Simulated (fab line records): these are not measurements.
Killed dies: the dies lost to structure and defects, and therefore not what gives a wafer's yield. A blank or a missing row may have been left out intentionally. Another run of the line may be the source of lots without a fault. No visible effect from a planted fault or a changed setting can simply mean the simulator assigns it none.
2 desks, one fault | flow gf180mcu | numbers are kept per desk, each desk with only its own; the story behind them comes last

== FROM THE METROLOGY DESK ==
Lot by lot, what the gauges showed, no matter which tool ran the lot: averages of those sampled wafers that carry a number. If a lot's mean is further than 4 standard deviations from the usual mean, the lot is out of limits and carries the mark OUT (the distance appears in the brackets).
Columns: A = M2_ALCU_RS at GF_M2_RS_MEAS_05, usual 0.0696 ohm/sq; B = V2_CVD_02_THK at GF_V2_THK_MEAS_03, usual 849 nm; C = V2_W_RS at GF_V2_RS_MEAS_24, usual 0.327 ohm/sq; D = V2_W_THK at GF_V2_THK_MEAS_25, usual 353 nm
lot  | first seen here | A      | B   | C                | D
L591 | day 18 19:44    | 0.0699 | 855 | 0.333            | 350
L593 | day 19 20:47    | 0.0695 | 832 | 0.327            | 355
L594 | day 20 09:38    | 0.0706 | 842 | 0.327            | 354
L596 | day 20 18:13    | 0.0696 | 839 | 0.324            | 357
L597 | day 21 08:53    | 0.0694 | 841 | 0.327            | 352
L599 | day 21 21:53    | 0.0705 | 844 | 0.351 (+7.6) OUT | 328 (-6.2) OUT
L600 | day 22 08:04    | 0.0709 | 855 | 0.348 (+6.9) OUT | 332 (-5.3) OUT
L601 | day 22 13:32    | 0.0683 | 837 | 0.326            | 356
L609 | day 25 07:37    | 0.0696 | 844 | 0.327            | 347
L610 | day 25 10:24    | 0.0695 | 848 | 0.323            | 358
L611 | day 26 01:50    | 0.0702 | 842 | 0.325            | 350
L612 | day 26 13:36    | 0.0697 | 851 | 0.330            | 350
This desk's finding: out of limits on L599, L600; first on L599, day 23 21:27 (V2_W_RS at GF_V2_RS_MEAS_24). L591, L593, L594, L596, L597, L601, L609, L610, L611, L612: within limits.

== AT THE TOOL OWNER'S DESK: cvd w-02 ==
The tool's own readings at GF_V2_CVD_23 (deposits W, target thk 350 nm, time 104.94 s): means of the sampled wafers that have a number, for each lot that ran on this tool. If a lot's mean is further than 4 standard deviations from the usual mean, the lot is out of limits and carries the mark OUT (the distance appears in the brackets).
Columns: A = heater power w at GF_V2_CVD_23, usual 921 W; B = susceptor temp C at GF_V2_CVD_23, usual 399.99 C
lot  | first seen here | A   | B
L593 | day 21 21:59    | 927 | 399.81
L597 | day 23 09:46    | 904 | 400.18
L599 | day 23 21:19    | 930 | 396.69 (-16) OUT
L600 | day 24 07:24    | 917 | 396.80 (-15) OUT
L610 | day 27 04:52    | 909 | 399.96
L611 | day 27 20:46    | 935 | 400.13
L612 | day 28 08:01    | 902 | 399.76
This desk's verdict: out of limits on L599, L600, starting with L599 at day 23 21:19 (susceptor temp C at GF_V2_CVD_23). L593, L597, L610, L611, L612: within limits.

== TAKEN TOGETHER ==
The tool owner's desk could have raised an alarm at day 23 21:19, on L599, L600.
On L599, L600, the metrology desk was in a position to raise an alarm at day 23 21:27.
Every lot named ran GF_V2_CVD_23 on cvd w-02.

== WHAT HAD BEEN PUT IN BY THE SIMULATOR ==
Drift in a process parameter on cvd w-02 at GF_V2_CVD_23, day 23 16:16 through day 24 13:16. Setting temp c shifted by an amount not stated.
Shown lots that were struck: L599, L600.
Delay (hours) between the fault's onset and each desk's first out-of-limits reading: 5 at the tool owner's desk, 5 at the metrology desk.
